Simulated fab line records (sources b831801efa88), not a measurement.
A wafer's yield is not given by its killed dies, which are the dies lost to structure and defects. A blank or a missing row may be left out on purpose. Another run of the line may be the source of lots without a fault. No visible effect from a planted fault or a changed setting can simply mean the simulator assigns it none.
fab line records	flow sky130
record: lots: 12	wafers: 36	lastDay: 50
route steps=708 shown POLY_CUT@319 VIA4@652 METAL5@665 PASSIVATION@692 PAD_OPEN@708
lots with no fault: from the same line, run without faults
startH: hours from the record's first day to the start of the lot's first wafer shown	waitH: time in hours since the lot's previous step	" repeats the value in the row above	L1.1+2: a row that stands for several wafers	- no value, or no start was given	* or withheld: withheld	< > ~ a bound
route shown NAME@n: names a module that has steps shown in the file, with the first one's number in the route	usual: mean/standard deviation taken from wafers without a fault	same: alike in all rows	chamber/n: place in a boat	sites: each site's reading	_std_site: standard deviation of those values	_edge_site: outer sites' mean less inner sites'	radiusMm: for every site, how far away it sits from the centre of the wafer	mask NAME#n: copy n	behind: the most recent tool/chamber to have shaped the wafer	hold: why the lot was held/for how many hours/how that ended	device: the n, p or np transistor that did not switch	end of line: tests run on the same wafers once the route is complete	a step without rows: its recipe alone	killed: dies lost to structure and defects at the first sort, not the wafer's yield	map: shows each die of a wafer: x if killed, . if not, _ if none is there
set.NAME: setting as actually run; set.NAME@STEP: the setting as run at that earlier step	model.NAME: the simulator's own value behind a step, which no gauge read
route steps across a sampled set of lots; one table per step, one row per wafer
services: from which hour (startH, from the record's first day; less than 0 if before it) a tool's chamber was out of use, for how many hours, and why
== steps ==
step: SKY_POLY_CUT_STRIP_12
recipe: chemistry: O2/N2	powerW: 1400	pressureMtorr: 1500	platenTempC: withheld	o2FlowSccm: 3000	n2FlowSccm: 300	overashFraction: 0.5
usual: drypumpMotorCurrentA: 5.77/0.18	oesProductAu: 0.452/0.0044	stripTimeToEndpointS: 5.354/0.018
lot.wafer	tool	chamber	startH	waitH	drypumpMotorCurrentA	oesProductAu	rfHoursCounterH	stripTimeToEndpointS
L782.1	plasmaAsher-04	0	576.56	0.0	5.85	0.460	83	5.385
L782.3	"	1	"	"	6.14	0.460	-	5.373
L782.5	"	1	"	"	6.12	0.448	-	5.400
L784.2	plasmaAsher-03	1	605.17	0.0	5.73	0.455	16	5.381
L784.4	"	0	"	"	5.62	0.455	-	5.365
L784.5	"	1	"	"	5.73	0.448	-	5.350
L786.2	plasmaAsher-02	0	612.86	0.0	5.55	0.451	46	5.348
L786.3	"	1	"	"	5.85	0.444	-	5.309
L786.4	"	0	"	"	5.63	0.447	-	5.365
L790.2	plasmaAsher-03	0	627.86	0.0	5.63	0.448	18	5.339
L790.3	"	0	"	"	5.63	0.462	-	5.358
L790.4	"	1	"	"	5.74	0.454	-	5.350
L788.3	plasmaAsher-02	0	629.55	0.1	5.60	0.447	-	5.329
L788.5	"	1	"	"	5.86	0.460	-	5.361
L788.6	"	0	"	"	5.56	0.451	-	5.335
L789.1	plasmaAsher-02	1	631.26	0.0	5.83	0.454	48	5.375
L789.3	"	0	"	"	5.56	0.452	-	5.341
L789.4	"	1	"	"	5.85	0.455	-	5.364
L791.3	plasmaAsher-02	1	635.85	0.1	5.87	0.462	-	5.367
L791.4	"	0	"	"	5.60	0.453	-	5.356
L791.6	"	1	"	"	5.88	0.458	-	5.360
L792.1	plasmaAsher-02	1	646.86	0.0	5.87	0.450	49	5.363
L792.2	"	0	"	"	5.55	0.449	49	5.344
L792.5	"	1	"	"	5.85	0.442	-	5.350
L795.1	plasmaAsher-02	1	668.66	0.0	5.86	0.445	51	5.339
L795.2	"	0	"	"	5.56	0.447	51	5.358
L795.4	"	0	"	"	5.55	0.451	-	5.321
L802.2	plasmaAsher-04	0	730.21	0.0	5.83	0.456	99	5.336
L802.3	"	0	"	"	5.82	0.451	-	5.331
L802.4	"	1	"	"	6.12	0.453	-	5.342
L803.2	plasmaAsher-02	1	736.52	0.0	5.80	0.448	57	5.333
L803.4	"	0	"	"	5.55	0.445	-	5.359
L803.5	"	1	"	"	5.83	0.452	-	5.330
L804.1	plasmaAsher-02	0	742.41	0.0	5.53	0.456	58	5.399
L804.5	"	0	"	"	5.55	0.446	-	5.396
L804.6	"	1	"	"	5.86	0.454	-	5.391
step: SKY_VIA4_STRIP_13
recipe: chemistry: O2/N2	powerW: 1400	pressureMtorr: 1500	platenTempC: withheld	o2FlowSccm: 3000	n2FlowSccm: 300	overashFraction: 0.5
usual: drypumpMotorCurrentA: 5.78/0.19	oesProductAu: 0.709/0.0043	stripTimeToEndpointS: 12.798/0.026
lot.wafer	tool	chamber	startH	waitH	drypumpMotorCurrentA	oesProductAu	rfHoursCounterH	stripTimeToEndpointS
L782.1	plasmaAsher-04	0	1018.24	-	5.82	0.709	28	12.753
L782.3	"	0	"	"	5.80	0.709	-	12.766
L782.5	"	1	"	"	6.15	0.710	-	12.755
L784.2	plasmaAsher-04	0	1036.93	-	5.87	0.712	30	12.768
L784.4	"	1	"	"	6.15	0.701	-	12.837
L784.5	"	0	"	"	5.83	0.707	-	12.814
L786.2	plasmaAsher-02	0	1044.79	-	5.55	0.713	87	12.769
L786.3	"	1	"	"	5.84	0.708	-	12.797
L786.4	"	0	"	"	5.54	0.714	-	12.773
L790.2	plasmaAsher-02	0	1055.24	-	5.55	0.706	89	12.821
L790.3	"	0	"	"	5.55	0.703	-	12.794
L790.4	"	1	"	"	5.85	0.714	-	12.808
L788.3	plasmaAsher-02	0	1056.83	-	5.52	0.711	-	12.819
L788.5	"	1	"	"	5.87	0.710	-	12.780
L788.6	"	0	"	"	5.54	0.711	-	12.768
L789.1	plasmaAsher-02	1	1057.89	-	5.83	0.710	89	12.806
L789.3	"	1	"	"	5.82	0.716	-	12.825
L789.4	"	0	"	"	5.58	0.710	-	12.818
L791.3	plasmaAsher-02	0	1058.71	-	5.55	0.704	-	12.754
L791.4	"	1	"	"	5.87	0.719	-	12.789
L791.6	"	1	"	"	5.86	0.712	-	12.818
L792.1	plasmaAsher-02	0	1067.64	-	5.57	0.698	90	12.775
L792.2	"	1	"	"	5.84	0.710	90	12.825
L792.5	"	1	"	"	5.84	0.708	-	12.757
L795.1	plasmaAsher-04	0	1083.38	-	5.81	0.711	34	12.793
L795.2	"	1	"	"	6.13	0.704	34	12.812
L795.4	"	1	"	"	6.13	0.708	-	12.777
L802.2	plasmaAsher-02	1	1132.74	-	5.83	0.705	97	12.831
L802.3	"	0	"	"	5.57	0.712	-	12.797
L802.4	"	1	"	"	5.84	0.712	-	12.836
L803.2	plasmaAsher-04	1	1138.24	-	6.13	0.704	39	12.801
L803.4	"	0	"	"	5.82	0.711	-	12.820
L803.5	"	0	"	"	5.80	0.718	-	12.817
L804.1	plasmaAsher-02	0	1141.69	-	5.57	0.711	98	12.781
L804.5	"	1	"	"	5.85	0.713	-	12.778
L804.6	"	0	"	"	5.54	0.709	-	12.783
step: SKY_METAL5_SPUTTER_04
recipe: material: TiN	targetThkNm: 70	powerW: 6500	timeS: 58.3	chamberPressurePa: 0.4
usual: chamberPressurePa: 0.4001/0.00082	throttleValvePct: 30.4/0.95
lot.wafer	tool	chamber	startH	waitH	chamberPressurePa	throttleValvePct
L782.1	pvdSputter-03	-	1019.64	0.0	0.3995	31.9
L782.3	"	-	"	"	0.3994	31.4
L782.5	"	-	"	"	0.3997	31.8
L784.2	pvdSputter-03	-	1038.33	0.0	0.3990	31.2
L784.4	"	-	"	"	0.4015	30.5
L784.5	"	-	"	"	0.4011	30.2
L786.2	pvdSputter-03	-	1046.19	0.0	0.3997	30.4
L786.3	"	-	"	"	0.4002	31.2
L786.4	"	-	"	"	0.3991	30.3
L790.2	pvdSputter-04	-	1056.64	0.0	0.3998	30.1
L790.3	"	-	"	"	0.4008	29.1
L790.4	"	-	"	"	0.4004	31.0
L788.3	pvdSputter-03	-	1058.19	0.0	0.4008	31.6
L788.5	"	-	"	"	0.3995	31.7
L788.6	"	-	"	"	0.4003	30.4
L789.1	pvdSputter-04	-	1059.29	0.0	0.3993	30.9
L789.3	"	-	"	"	0.3999	29.0
L789.4	"	-	"	"	0.3991	30.0
L791.3	pvdSputter-01	-	1060.12	0.0	0.4009	30.5
L791.4	"	-	"	"	0.3994	30.1
L791.6	"	-	"	"	0.3995	28.0
L792.1	pvdSputter-04	-	1069.09	0.0	0.3999	30.5
L792.2	"	-	"	"	0.3999	29.0
L792.5	"	-	"	"	0.4000	29.1
L795.1	pvdSputter-04	-	1084.83	0.0	0.3997	31.1
L795.2	"	-	"	"	0.3994	29.1
L795.4	"	-	"	"	0.4004	30.8
L802.2	pvdSputter-01	-	1134.34	0.0	0.4007	27.9
L802.3	"	-	"	"	0.3983	30.0
L802.4	"	-	"	"	0.3993	30.6
L803.2	pvdSputter-03	-	1139.68	0.0	0.4009	31.1
L803.4	"	-	"	"	0.3993	30.6
L803.5	"	-	"	"	0.3998	30.4
L804.1	pvdSputter-04	-	1143.09	0.0	0.3994	30.9
L804.5	"	-	"	"	0.4001	28.8
L804.6	"	-	"	"	0.4009	30.6
step: SKY_PASSIVATION_ETCH_11
recipe: chemistry: CF4/O2	targetDepthNm: 725	stopOn: AlCu	sourceW: 800	biasW: 150	pressureMtorr: 150	cf4FlowSccm: 80	O2_flow_sccm: 10	timeS: 161.1
usual: drypumpMotorCurrentA: 6.0/0.39	oesProductAu: 0.978/0.0068	throttleValvePct: 5.964/0.0098
lot.wafer	tool	chamber	startH	waitH	drypumpMotorCurrentA	oesProductAu	rfHoursCounterH	throttleValvePct
L782.1	rieDiel-01	0	1064.17	-	6.2	0.976	23	5.959
L782.3	"	2	"	"	6.4	0.987	15	5.968
L782.5	"	0	"	"	6.2	0.984	-	5.966
L784.2	rieDiel-01	2	1081.82	-	6.4	0.961	15	5.976
L784.4	"	0	"	"	6.2	0.976	24	5.968
L784.5	"	3	"	"	5.2	0.984	-	5.963
L786.2	rieDiel-04	2	1089.62	-	6.1	0.987	19	5.953
L786.3	"	1	"	"	6.2	0.972	8	5.967
L786.4	"	0	"	"	6.1	0.981	15	5.951
L790.2	rieDiel-03	1	1099.17	-	6.7	0.980	17	5.968
L790.3	"	3	"	"	5.8	0.977	14	5.962
L790.4	"	2	"	"	6.2	0.971	17	5.962
L788.3	rieDiel-04	3	1100.67	-	5.5	0.980	18	5.967
L788.5	"	2	"	"	6.1	0.981	-	5.973
L788.6	"	3	"	"	5.4	0.985	-	5.964
L789.1	rieDiel-04	0	1101.87	-	6.1	0.978	15	5.971
L789.3	"	2	"	"	6.2	0.964	19	5.949
L789.4	"	1	"	"	6.2	0.980	9	5.969
L791.3	rieDiel-03	0	1103.22	-	6.1	0.976	9	5.958
L791.4	"	1	"	"	6.7	0.977	17	5.970
L791.6	"	0	"	"	6.1	0.991	-	5.971
L792.1	rieDiel-03	3	1112.22	-	5.7	0.978	14	5.968
L792.2	"	2	"	"	6.2	0.979	17	5.987
L792.5	"	0	"	"	6.1	0.974	-	5.948
L795.1	rieDiel-01	0	1126.62	-	6.2	0.972	26	5.965
L795.2	"	3	"	"	5.2	0.970	23	5.950
L795.4	"	1	"	"	5.9	0.979	23	5.982
L802.2	rieDiel-01	1	1171.22	-	5.9	0.975	25	5.968
L802.3	"	2	"	"	6.4	0.967	19	5.963
L802.4	"	3	"	"	5.2	0.984	25	5.970
L803.2	rieDiel-03	1	1174.67	-	6.7	0.968	20	5.967
L803.4	"	2	"	"	6.2	0.984	19	5.962
L803.5	"	0	"	"	6.1	0.984	-	5.959
L804.1	rieDiel-04	3	1179.57	-	5.5	0.977	21	5.958
L804.5	"	2	"	"	6.1	0.974	-	5.963
L804.6	"	3	"	"	5.4	0.974	-	5.972
step: SKY_PAD_OPEN_PROBE_99
usual: killed_at_M0_to_M3: 44/7.3	killed_at_M4_up: 3.4/1.7	killedAtContacts: 24/5.3	killedAtFrontEnd: 15/4.1	killedAtOther: 0.4/0.68	killedDies: 87/9.5	killedOpen: 48/7.1	killedShort: 39/5.8
same: grossDies: 492	killedAtBackSide: 0
lot.wafer	tool	chamber	startH	waitH	killed_at_M0_to_M3	killed_at_M4_up	killedAtContacts	killedAtFrontEnd	killedAtOther	killedDies	killedOpen	killedShort
L791.3	prober-01	-	1126.05	0.2	28	3	18	45	1	95	38	33
L791.4	prober-01	-	1126.10	0.2	41	4	36	55	0	136	49	38
L791.6	prober-01	-	1126.20	0.2	41	3	22	35	0	101	35	43
L792.1	prober-02	-	1135.04	0.1	24	5	23	34	0	86	30	31
L792.2	prober-02	-	1135.09	0.1	45	2	13	60	0	120	44	28
L792.5	prober-02	-	1135.24	0.2	43	8	28	36	0	115	36	56
L795.1	prober-01	-	1147.59	0.1	40	2	31	32	0	105	48	38
L795.2	prober-01	-	1147.64	0.1	34	5	28	56	0	123	34	44
L795.4	prober-01	-	1147.74	0.2	45	3	21	63	0	132	43	44
killed by level:class
L791.3 POLY_CUT:unspecified=24 VIA1:geometricParticle:open=8 POLY_GATE:geometricParticle:open=5 CONTACT:geometricParticle:open=5 FIELD_ISO:geometricParticle:short=4 POLY_GATE:geometricParticle:short=4 POLY_CUT:geometricParticle:short=4 LOCAL_INTERCONNECT:geometricParticle:short=4
L791.4 POLY_CUT:unspecified=49 CONTACT:geometricParticle:open=12 VIA3:geometricParticle:open=11 CONTACT:geometricParticle:short=9 VIA1:geometricParticle:open=9 LI_CONTACT:geometricParticle:open=8 VIA1:geometricParticle:short=5 LI_CONTACT:geometricParticle:short=4
L791.6 POLY_CUT:unspecified=22 CONTACT:geometricParticle:open=12 METAL1:geometricParticle:short=9 VIA1:geometricParticle:open=7 VIA2:geometricParticle:open=6 CONTACT:geometricParticle:short=5 VIA1:geometricParticle:short=5 POLY_GATE:geometricParticle:short=4
L792.1 POLY_CUT:unspecified=25 LI_CONTACT:geometricParticle:open=8 LOCAL_INTERCONNECT:geometricParticle:short=6 VIA1:geometricParticle:short=4 VIA1:geometricParticle:open=4 CONTACT:geometricParticle:short=4 CONTACT:geometricParticle:open=4 FIELD_ISO:geometricParticle:open=3
L792.2 POLY_CUT:unspecified=48 VIA2:geometricParticle:open=12 VIA1:geometricParticle:open=7 CONTACT:geometricParticle:open=6 VIA3:geometricParticle:open=5 POLY_GATE:geometricParticle:short=4 METAL1:geometricParticle:short=4 VIA3:geometricParticle:short=4
L792.5 POLY_CUT:unspecified=23 METAL2:geometricParticle:short=8 VIA3:geometricParticle:open=8 CONTACT:geometricParticle:short=7 CONTACT:geometricParticle:open=6 FIELD_ISO:geometricParticle:short=6 LOCAL_INTERCONNECT:geometricParticle:short=6 VIA1:geometricParticle:short=6
L795.1 POLY_CUT:unspecified=19 LI_CONTACT:geometricParticle:open=11 VIA3:geometricParticle:open=8 LI_CONTACT:geometricParticle:short=7 CONTACT:geometricParticle:open=7 METAL1:geometricParticle:short=7 VIA1:geometricParticle:open=5 VIA3:geometricParticle:short=5
L795.2 POLY_CUT:unspecified=45 LI_CONTACT:geometricParticle:open=8 METAL1:geometricParticle:short=7 CONTACT:geometricParticle:open=6 VIA1:geometricParticle:open=6 VIA1:geometricParticle:short=5 LI_CONTACT:geometricParticle:short=5 METAL4:geometricParticle:short=5
L795.4 POLY_CUT:unspecified=44 VIA2:geometricParticle:open=13 VIA1:geometricParticle:open=9 FIELD_ISO:geometricParticle:short=7 METAL1:geometricParticle:short=7 CONTACT:geometricParticle:short=7 CONTACT:geometricParticle:open=6 VIA3:geometricParticle:open=5
== services ==
tool	chamber	startH	hours	kind
pvdSputter-03	-	567.46	41.0	repair
plasmaAsher-04	-	597.59	2.8	pm
rieDiel-04	1	636.18	1.8	repair
rieDiel-04	0	644.89	6.6	repair
rieDiel-01	0	676.92	4.9	repair
rieDiel-04	2	711.96	7.8	repair
plasmaAsher-02	-	720.21	6.1	repair
pvdSputter-04	-	727.77	5.1	repair
rieDiel-04	1	728.36	2.5	repair
plasmaAsher-04	-	733.75	9.0	pm
rieDiel-03	-	740.08	1.4	repair
rieDiel-04	-	750.36	2.6	repair
pvdSputter-04	-	751.60	6.8	repair
plasmaAsher-04	-	755.77	4.2	repair
pvdSputter-04	-	813.47	4.0	repair
pvdSputter-03	-	820.28	5.5	repair
plasmaAsher-02	-	846.21	5.5	repair
plasmaAsher-04	-	847.00	1.6	repair
plasmaAsher-04	-	969.85	1.0	repair
plasmaAsher-02	-	990.99	6.4	repair
pvdSputter-04	-	1008.90	15.0	repair
plasmaAsher-04	-	1026.20	0.4	repair
plasmaAsher-04	-	1049.22	11.5	repair
pvdSputter-04	-	1174.49	4.8	repair
== key ==
firstSign: step: SKY_PAD_OPEN_PROBE_99	reading: killedAtFrontEnd	direction: up	sigmas: 7.7	usual: 15	struck: 46
effect: step: SKY_PAD_OPEN_PROBE_99	reading: killedDies	direction: up	sigmas: 2.7	usual: 87	struck: 113	wafersMoved: 7
metAt SKY_POLY_CUT_STRIP_12
struckLots L791,L792,L795
testerLeftOut L791,L792,L795
notActingAt SKY_VIA4_STRIP_13,SKY_METAL5_SPUTTER_04,SKY_PASSIVATION_ETCH_11
onsetBetween 631.26 635.85
fault: kind: chamberParticleSource	tool: plasmaAsher-02	chamber: -	onsetH: 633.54	steps: SKY_POLY_CUT_STRIP_12	ratePerVisitCm2: 0.52237	endH: 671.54
testerLeftOut: of these lots the tester's yield and bins aren't shown, on N5 and GAA mostly nor the transistor test; their killed dies are dies lost to structure and defects alone, not to doping, threshold or leakage, so they don't give the yield
